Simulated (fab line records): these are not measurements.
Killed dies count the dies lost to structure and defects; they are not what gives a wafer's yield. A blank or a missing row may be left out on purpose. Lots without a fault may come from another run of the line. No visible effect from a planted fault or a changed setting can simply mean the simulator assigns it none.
fab line records	flow sky130
record: lots: 6	wafers: 18	last_day: 49
route steps=708 shown VIA4@645 METAL5@661 PAD_OPEN@708
lots untouched by any fault: they come from a run of this same line in which no faults occurred
start_h: start of the lot's first displayed wafer, in hours after the record's first day	wait_h: how many hours have passed since the lot's step before this one	" unchanged from the row above	L1.1+2: several wafers, shown together as one row	- either no value or no given start	* or withheld: withheld	< > ~ a bound
route shown NAME@n: names a module that has steps shown in the file, with the first one's number in the route	usual: average and standard deviation across the fault-free wafers	same: alike in all rows	chamber/n: place in a boat	sites: readings site by site	_std_site: how widely they spread, as a standard deviation	_edge_site: mean of outer sites minus mean of inner sites	radius_mm: how far each site lies from the wafer's centre	mask NAME#n: copy n	behind: the last tool/chamber to shape the wafer	hold: why the lot went on hold/how many hours it stayed there/how the hold came to an end	device: names the non-switching transistor (n, p or np)	end of line: the tests these same wafers got at the end of their route	a step given without rows: its recipe and nothing more	killed: count of dies lost to structure and defects at first sort (not the wafer's yield)	map: per-die view of a wafer (x killed, . not killed, _ where there is no die)
set.NAME: the run value of the setting; set.NAME@STEP: its run value at that earlier step	model.NAME: the simulator's own value behind a step, which no gauge read
lots at selected steps of the route; one table per step, one row per wafer
services: from which hour (start_h, from the record's first day; less than 0 if before it) a tool's chamber was out of use, for how many hours, and why
== steps ==
step: SKY_VIA4_COAT_06
recipe: resist: NOVOLAK	spin_rpm: 3000	resist_thk_nm: 1140
step: SKY_VIA4_SOFTBAKE_07
recipe: temp_c: 90	time_s: 60	resist: NOVOLAK
step: SKY_VIA4_EXPOSE_08
recipe: mask_id: VIM4	na: 0.6	source_shape: conventional	sigma_outer: 0.6	polarization: unpolarized	target_cd_nm: 800	dose_mj: 132
step: SKY_VIA4_PEB_09
recipe: temp_c: withheld	time_s: *	resist: NOVOLAK
step: SKY_VIA4_DEVELOP_10
recipe: resist: NOVOLAK	developer: TMAH	develop_time_s: 60	dev_temp_c: 23
step: SKY_VIA4_OVL_MEAS_11
usual: VIA4_OVL: 0.3/1.6
lot.wafer	tool	chamber	start_h	wait_h	VIA4_OVL[nm]
L936.3	overlay-01	-	1018.90	0.1	0.4
L936.5	"	-	"	"	0.0
L936.6	"	-	"	"	0.6
L939.1	overlay-01	-	1029.99	0.1	0.0
L939.3	"	-	"	"	-0.9
L939.6	"	-	"	"	0.1
L943.1	overlay-02	-	1072.49	0.1	-1.3
L943.2	"	-	"	"	-2.6
L943.5	"	-	"	"	-3.3
L944.1	overlay-01	-	1081.79	0.1	2.9
L944.2	"	-	"	"	0.4
L944.5	"	-	"	"	1.3
L947.3	overlay-01	-	1093.91	0.1	2.2
L947.4	"	-	"	"	0.9
L947.5	"	-	"	"	2.4
L953.1	overlay-02	-	1118.84	0.1	-1.4
L953.4	"	-	"	"	-2.5
L953.5	"	-	"	"	-1.5
step: SKY_VIA4_ETCH_12
recipe: target: SiO2	chemistry: C4F8/O2/Ar	stop_on: TiN	mask_material: NOVOLAK	source_w: 1500	bias_w: 1200	pressure_mtorr: 40	c4f8_flow_sccm: withheld	O2_flow_sccm: 6	Ar_flow_sccm: 300	time_s: withheld	target_depth_a: 5800
usual: oes_product_au: 0.926/0.0046	rf_fwd_power_W: 1491/4.7
lot.wafer	tool	chamber	start_h	wait_h	oes_product_au	rf_fwd_power_W
L936.3	rie_diel-02	0	1018.92	0.0	0.925	1496
L936.5	"	1	"	"	0.933	1493
L936.6	"	2	"	"	0.914	1490
L939.1	rie_diel-03	2	1030.02	0.0	0.927	1484
L939.3	"	3	"	"	0.927	1487
L939.6	"	1	"	"	0.926	1487
L943.1	rie_diel-02	3	1072.52	0.0	0.929	1491
L943.2	"	0	"	"	0.926	1487
L943.5	"	1	"	"	0.919	1497
L944.1	rie_diel-02	1	1081.82	0.0	0.922	1487
L944.2	"	3	"	"	0.930	1498
L944.5	"	2	"	"	0.928	1491
L947.3	rie_diel-02	2	1093.94	0.0	0.928	1492
L947.4	"	1	"	"	0.925	1491
L947.5	"	0	"	"	0.924	1492
L953.1	rie_diel-04	0	1118.87	0.0	0.918	1473
L953.4	"	2	"	"	0.928	1491
L953.5	"	3	"	"	0.921	1482
step: SKY_VIA4_STRIP_13
recipe: chemistry: O2/N2	power_w: 1400	pressure_mtorr: 1500	platen_temp_c: withheld	o2_flow_sccm: 3000	n2_flow_sccm: 300	overash_fraction: 0.5
usual: drypump_motor_current_A: 5.6/0.35	oes_product_au: 0.709/0.0044	strip_time_to_endpoint_s: 12.80/0.034
same: overash_fraction: 0.5
lot.wafer	tool	chamber	start_h	wait_h	drypump_motor_current_A	oes_product_au	rf_hours_counter_h	strip_time_to_endpoint_s
L936.3	plasma_asher-03	1	1019.03	-	5.9	0.714	-	12.81
L936.5	"	1	"	"	5.8	0.718	-	12.78
L936.6	"	0	"	"	5.0	0.711	-	12.77
L939.1	plasma_asher-04	0	1030.10	-	5.8	0.714	89	12.79
L939.3	"	1	"	"	5.3	0.715	-	12.82
L939.6	"	0	"	"	5.8	0.712	-	12.77
L943.1	plasma_asher-03	0	1072.60	-	5.0	0.708	1	12.77
L943.2	"	1	"	"	5.9	0.714	1	12.78
L943.5	"	1	"	"	5.8	0.709	-	12.79
L944.1	plasma_asher-04	0	1081.90	-	5.8	0.707	94	12.88
L944.2	"	1	"	"	5.3	0.711	94	12.86
L944.5	"	0	"	"	5.8	0.711	-	12.86
L947.3	plasma_asher-03	0	1094.04	-	5.0	0.704	-	12.78
L947.4	"	1	"	"	5.8	0.707	-	12.79
L947.5	"	0	"	"	5.0	0.699	-	12.82
L953.1	plasma_asher-04	1	1118.95	-	5.4	0.712	98	12.77
L953.4	"	0	"	"	5.8	0.703	-	12.86
L953.5	"	1	"	"	5.3	0.716	-	12.79
step: SKY_VIA4_STRIP_14
recipe: chemistry: post_etch_residue_remover	time_s: 1200	temp_c: 72.5
step: SKY_VIA4_CLEAN_15
recipe: chemistry: IPA	time_s: 180	temp_c: 25
step: SKY_VIA4_CLEAN_16
recipe: chemistry: O3/DIW	dry: n2_spin
step: SKY_VIA4_SPUTTER_17
recipe: material: TiN	target_thk_nm: 20	chamber_pressure_pa: 5	power_w: 4000	time_s: 80
usual: throttle_valve_pct: 29.9/1.3
lot.wafer	tool	chamber	start_h	wait_h	throttle_valve_pct
L936.3	pvd_sputter-01	-	1019.59	0.0	29.9
L936.5	"	-	"	"	30.2
L936.6	"	-	"	"	28.6
L939.1	pvd_sputter-01	-	1030.75	0.0	28.4
L939.3	"	-	"	"	30.4
L939.6	"	-	"	"	30.2
L943.1	pvd_sputter-01	-	1074.15	0.0	30.4
L943.2	"	-	"	"	31.3
L943.5	"	-	"	"	30.3
L944.1	pvd_sputter-01	-	1082.83	0.0	28.3
L944.2	"	-	"	"	31.3
L944.5	"	-	"	"	31.4
L947.3	pvd_sputter-04	-	1094.60	0.0	28.9
L947.4	"	-	"	"	32.0
L947.5	"	-	"	"	29.1
L953.1	pvd_sputter-01	-	1119.68	0.0	30.5
L953.4	"	-	"	"	28.6
L953.5	"	-	"	"	28.6
step: SKY_VIA4_CVD_18
recipe: material: W	target_thk_nm: 505	time_s: 152.14	temp_c: 400	pressure_torr: 40
usual: heater_power_w: 839/37
lot.wafer	tool	chamber	start_h	wait_h	heater_power_w	model.W_of_VIA4_CVD_18.thk_nm
L936.3	cvd_w-02	0	1019.70	0.1	800	494.3
L936.5	"	1	"	"	834	516
L936.6	"	0	"	"	797	496.5
L939.1	cvd_w-01	1	1030.81	0.0	891	503.5
L939.3	"	1	"	"	897	495.9
L939.6	"	1	"	"	900	503.9
L943.1	cvd_w-02	0	1074.21	0.0	792	780.7
L943.2	"	1	"	"	835	517.4
L943.5	"	0	"	"	820	501
L944.1	cvd_w-02	0	1082.89	0.0	823	777.3
L944.2	"	1	"	"	852	514
L944.5	"	1	"	"	814	510.6
L947.3	cvd_w-01	1	1094.71	0.1	923	503.8
L947.4	"	0	"	"	819	499.1
L947.5	"	1	"	"	882	502.5
L953.1	cvd_w-01	0	1119.74	0.0	833	500.5
L953.4	"	0	"	"	826	504.2
L953.5	"	0	"	"	828	500.5
step: SKY_VIA4_RS_MEAS_19
recipe: thk_meas_gauge: four-point-probe	reads: W_of_VIA4_CVD_18+TiN_of_VIA4_SPUTTER_17
usual: VIA4_W_RS: 0.227/0.0037
lot.wafer	tool	chamber	start_h	wait_h	VIA4_W_RS[ohm/sq]
L936.3	film_metro-03	-	1019.84	0.1	0.231
L936.5	"	-	"	"	0.222
L936.6	"	-	"	"	0.230
L939.1	film_metro-03	-	1030.96	0.1	0.227
L939.3	"	-	"	"	0.231
L939.6	"	-	"	"	0.227
L943.1	film_metro-04	-	1074.36	0.1	0.146
L943.2	"	-	"	"	0.221
L943.5	"	-	"	"	0.229
L944.1	film_metro-03	-	1083.04	0.1	0.146
L944.2	"	-	"	"	0.222
L944.5	"	-	"	"	0.224
L947.3	film_metro-04	-	1094.90	0.1	0.228
L947.4	"	-	"	"	0.229
L947.5	"	-	"	"	0.228
L953.1	film_metro-03	-	1119.89	0.1	0.228
L953.4	"	-	"	"	0.227
L953.5	"	-	"	"	0.228
step: SKY_VIA4_THK_MEAS_20
recipe: thk_meas_gauge: xrf	reads: W_of_VIA4_CVD_18
usual: VIA4_W_THK: 495/8.7
lot.wafer	tool	chamber	start_h	wait_h	VIA4_W_THK[nm]
L936.3	film_metro-03	-	1019.94	0.1	484
L936.5	"	-	"	"	505
L936.6	"	-	"	"	486
L939.1	film_metro-03	-	1031.08	0.1	494
L939.3	"	-	"	"	488
L939.6	"	-	"	"	496
L943.1	film_metro-04	-	1074.48	0.1	790
L943.2	"	-	"	"	520
L943.5	"	-	"	"	501
L944.1	film_metro-03	-	1083.16	0.1	745
L944.2	"	-	"	"	498
L944.5	"	-	"	"	499
L947.3	film_metro-04	-	1095.00	0.1	502
L947.4	"	-	"	"	500
L947.5	"	-	"	"	499
L953.1	film_metro-03	-	1120.01	0.1	487
L953.4	"	-	"	"	492
L953.5	"	-	"	"	488
step: SKY_VIA4_CMP_21
recipe: stop_on: SiO2	t_overpolish_s: 25	down_force_psi: 3.5	platen_rpm: 60	target_thk_nm: 0	pad_velocity_m_s: 0.94248
usual: edge_zone_pressure_frac: 1.000/0.0047	motor_current_A: 11.2/0.93	platen_rpm: 59.99/0.036	time_to_endpoint_s: 122/4.6
lot.wafer	tool	chamber	start_h	wait_h	edge_zone_pressure_frac	motor_current_A	platen_rpm	time_to_endpoint_s
L936.3	cmp-01	3	1020.03	0.1	1.002	10.1	59.97	117
L936.6	"	2	"	"	0.999	10.3	60.02	115
L936.5	"	3	"	"	1.002	9.9	60.00	119
L939.3	cmp-01	3	1031.31	0.2	0.999	9.6	59.99	118
L939.1	"	0	"	"	0.988	12.3	60.01	121
L939.6	"	1	"	"	1.009	10.0	60.06	125
L943.2	cmp-02	0	1074.64	0.1	1.001	10.4	59.94	125
L943.1	"	1	"	"	0.998	12.7	60.02	190
L943.5	"	2	"	"	0.998	11.7	59.99	126
L944.1	cmp-01	0	1083.22	0.1	0.995	12.2	60.00	187
L944.2	"	3	"	"	1.002	10.0	60.00	120
L944.5	"	0	"	"	1.006	12.2	59.93	119
L947.4	cmp-01	1	1095.04	0.0	0.998	10.2	60.02	121
L947.3	"	0	"	"	1.003	11.7	59.92	121
L947.5	"	1	"	"	0.995	9.9	59.96	120
L953.4	cmp-02	1	1120.12	0.1	0.999	12.2	60.02	121
L953.1	"	3	"	"	0.996	11.0	59.96	125
L953.5	"	1	"	"	1.004	11.7	60.02	123
step: SKY_METAL5_SPUTTER_00
recipe: material: Ti	target_thk_nm: 15	power_w: 3000	time_s: 10	chamber_pressure_pa: 0.4
usual: throttle_valve_pct: 29.9/1.2
lot.wafer	tool	chamber	start_h	wait_h	throttle_valve_pct
L936.3	pvd_sputter-04	-	1020.28	0.2	28.5
L936.5	"	-	"	"	28.8
L936.6	"	-	"	"	31.8
L939.1	pvd_sputter-03	-	1031.51	0.1	30.9
L939.3	"	-	"	"	31.1
L939.6	"	-	"	"	29.5
L943.1	pvd_sputter-04	-	1074.84	0.1	28.5
L943.2	"	-	"	"	31.8
L943.5	"	-	"	"	32.0
L944.1	pvd_sputter-03	-	1083.52	0.2	28.0
L944.2	"	-	"	"	29.7
L944.5	"	-	"	"	31.1
L947.3	pvd_sputter-03	-	1095.34	0.1	28.3
L947.4	"	-	"	"	29.6
L947.5	"	-	"	"	28.1
L953.1	pvd_sputter-04	-	1120.37	0.1	28.3
L953.4	"	-	"	"	29.0
L953.5	"	-	"	"	28.3
step: SKY_PAD_OPEN_PROBE_99
usual: defect_limited_yield: 82.5/1.9	killed_at_M0_to_M3: 43/6.8	killed_at_M4_up: 3.2/1.8	killed_at_contacts: 24/6.2	killed_at_front_end: 15/4.7	killed_at_other: 0.4/0.63	killed_dies: 86/9.6	killed_open: 47/6.9	killed_short: 39/6.3	sort_bin_3_pad_short: 0.9/0.46	sort_bin_5_function: 10.5/1.5	sort_bin_6_memory: 6.1/1.1	sort_n_pass: 406/9.6	sort_yield_pct: 82.5/1.9
same: gross_dies: 492	killed_at_back_side: 0	sort_bin_4_leakage[%]: 0	sort_bin_8_speed[%]: 0
lot.wafer	tool	chamber	start_h	wait_h	defect_limited_yield[%]	killed_at_M0_to_M3	killed_at_M4_up	killed_at_contacts	killed_at_front_end	killed_at_other	killed_dies	killed_open	killed_short	sort_bin_3_pad_short[%]	sort_bin_5_function[%]	sort_bin_6_memory[%]	sort_n_pass	sort_yield_pct[%]
L953.1	prober-02	-	1178.08	0.1	79.9	52	0	24	21	2	99	51	48	2.0	11.4	6.7	393	79.9
L953.4	prober-02	-	1178.23	0.2	81.3	53	6	19	14	0	92	40	52	0	12.4	6.3	400	81.3
L953.5	prober-02	-	1178.28	0.2	82.7	48	1	26	9	1	85	49	36	0.4	9.6	7.3	407	82.7
killed by level:class
L953.1 VIA2:geometric_particle:open=10 CONTACT:geometric_particle:open=9 VIA1:geometric_particle:open=9 FIELD_ISO:geometric_particle:open=7 LOCAL_INTERCONNECT:geometric_particle:short=7 METAL1:geometric_particle:short=7 VIA2:geometric_particle:short=7 VIA3:geometric_particle:open=6
L953.4 METAL2:geometric_particle:short=9 VIA3:geometric_particle:open=7 LI_CONTACT:geometric_particle:open=6 METAL1:geometric_particle:short=6 VIA2:geometric_particle:open=6 VIA2:geometric_particle:short=5 CONTACT:geometric_particle:open=5 VIA3:geometric_particle:short=5
L953.5 VIA1:geometric_particle:open=12 VIA3:geometric_particle:open=12 CONTACT:geometric_particle:open=11 CONTACT:geometric_particle:short=7 METAL1:geometric_particle:short=7 VIA1:geometric_particle:short=6 LOCAL_INTERCONNECT:geometric_particle:short=5 VIA2:geometric_particle:open=5
== services ==
tool	chamber	start_h	hours	kind
cmp-02	-	1002.70	7.7	pm
rie_diel-03	0	1008.67	14.2	repair
cvd_w-01	-	1020.37	2.5	repair
cmp-01	-	1021.69	1.3	repair
pvd_sputter-04	1	1022.40	-	consumable_replace:kit
pvd_sputter-04	1	1022.40	18.0	scheduled_down
pvd_sputter-04	1	1022.40	18.0	vent_cycle
rie_diel-02	2	1022.77	1.9	repair
cmp-01	-	1023.76	2.2	repair
plasma_asher-03	-	1029.53	2.1	repair
rie_diel-04	-	1041.67	0.4	repair
pvd_sputter-01	0	1048.15	-	consumable_replace:kit
pvd_sputter-01	0	1048.15	18.0	scheduled_down
pvd_sputter-01	0	1048.15	18.0	vent_cycle
cvd_w-01	0	1050.63	12.2	repair
plasma_asher-03	-	1055.25	9.0	pm
rie_diel-03	-	1061.22	14.6	pm
rie_diel-04	3	1064.17	2.6	repair
rie_diel-02	1	1088.39	2.7	repair
cmp-01	-	1097.27	4.0	pm
rie_diel-02	1	1097.57	-	clean
rie_diel-04	3	1107.26	4.7	repair
pvd_sputter-03	-	1108.67	12.4	repair
cvd_w-02	-	1113.31	0.5	repair
== key ==
first_sign: step: SKY_VIA4_RS_MEAS_19	reading: VIA4_W_RS	direction: down	sigmas: 22	usual: 0.227	struck: 0.146
effect: step: SKY_VIA4_THK_MEAS_20	reading: VIA4_W_THK	direction: up	sigmas: 31	usual: 495	struck: 767
effect: step: SKY_VIA4_CMP_21	reading: time_to_endpoint_s	direction: up	sigmas: 15	usual: *	struck: *
model_effect: step: SKY_VIA4_CVD_18	value: W_of_VIA4_CVD_18.thk_nm	without: 502	struck: 779
met_at SKY_VIA4_CVD_18
struck_wafers L943.1,L944.1
onset_between 1019.70 1074.21
fault: kind: process_parameter_drift	tool: cvd_w-02	chamber: -	onset_h: 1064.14	steps: SKY_VIA4_CVD_18	channel: target_thk_nm	offset: 278.34	shape: step	end_h: 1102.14	scope: struck_wafers_only	acts_in: these_recipes_only	stated: 505
